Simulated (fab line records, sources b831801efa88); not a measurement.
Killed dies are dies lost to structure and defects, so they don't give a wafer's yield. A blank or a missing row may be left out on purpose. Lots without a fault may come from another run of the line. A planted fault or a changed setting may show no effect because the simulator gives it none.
One fault seen from 2 desks | flow sfq_line | each desk has only its own numbers; what lay behind them comes last

THE METROLOGY DESK
What the gauges read, lot by lot, whatever tool the lot ran on: means of the sampled wafers that have a number. A lot is out of limits, marked OUT, if its mean lies more than 4 standard deviations from the usual mean; the brackets give that distance.
Columns: A = INCOMING_BOW at SFQ_INCOMING_BOW_MEAS_900, usual 0 um; B = L0_MONX_KI_RS at SFQ_L0_RS_MEAS_901, usual 43.4 ohm/sq; C = L0_MONX_KI_THK at SFQ_L0_THK_MEAS_902, usual 40.8 nm
lot  | first seen here | A  | B    | C
L684 | day 2 01:01     | -4 | 42.6 | 41.6
L685 | day 2 06:00     | 1  | 43.7 | 40.5
L696 | day 4 13:00     | -3 | 42.9 | 41.1
L697 | day 4 18:00     | 4  | 43.4 | 40.7
L698 | day 4 23:01     | 2  | 43.7 | 40.5
L699 | day 5 04:01     | -6 | 43.8 | 40.2
L700 | day 5 09:00     | -5 | 43.0 | 41.1
This desk's finding: nothing out of limits on any of the 7 lots.

THE TOOL OWNER'S DESK: rie_metal-01
The tool's own readings at SFQ_TRILAYER_L0_BARC_OPEN_METAL_ETCH_010 (etches BARC in O2, target depth 125 nm, time 41.7 s): means of the sampled wafers that have a number, for each lot that ran on this tool. A lot is out of limits, marked OUT, if its mean lies more than 4 standard deviations from the usual mean; the brackets give that distance.
Columns: A = drypump_motor_current_A at SFQ_TRILAYER_L0_BARC_OPEN_METAL_ETCH_010, usual 5.9 A; B = oes_product_au at SFQ_TRILAYER_L0_BARC_OPEN_METAL_ETCH_010, usual 0.685 a.u.; C = rf_fwd_power_W at SFQ_TRILAYER_L0_BARC_OPEN_METAL_ETCH_010, usual 593.5 W; D = run_length_s at SFQ_TRILAYER_L0_BARC_OPEN_METAL_ETCH_010, usual 70.0 s
lot  | first seen here | A   | B               | C     | D
L684 | day 4 15:58     | 5.8 | 0.688           | 596.3 | 69.9
L696 | day 8 06:56     | 5.8 | 0.757 (+16) OUT | 594.9 | 65.1 (-14) OUT
L697 | day 8 12:56     | 5.8 | 0.736 (+12) OUT | 592.7 | 66.2 (-11) OUT
L698 | day 8 20:08     | 5.8 | 0.733 (+11) OUT | 597.5 | 66.0 (-12) OUT
This desk's finding: out of limits on L696, L697, L698; first on L696, day 8 06:56 (oes_product_au at SFQ_TRILAYER_L0_BARC_OPEN_METAL_ETCH_010). In limits: L684.

PUT TOGETHER
The tool owner's desk could have raised an alarm at day 8 06:56, on L696, L697, L698.
The metrology desk saw nothing out of limits.
The metrology desk has L696, L697, L698 on record, within its limits.
Of the lots named, all ran SFQ_TRILAYER_L0_BARC_OPEN_METAL_ETCH_010 on rie_metal-01.

WHAT THE SIMULATOR HAD PUT IN
Process parameter drift: rie_metal-01, from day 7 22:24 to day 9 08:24, at SFQ_TRILAYER_L0_BARC_OPEN_METAL_ETCH_010. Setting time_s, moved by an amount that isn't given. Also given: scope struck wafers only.
Lots struck among those shown: L696, L697, L698.
Hours from the fault's start to each desk's first reading out of limits: the tool owner's desk, 9.
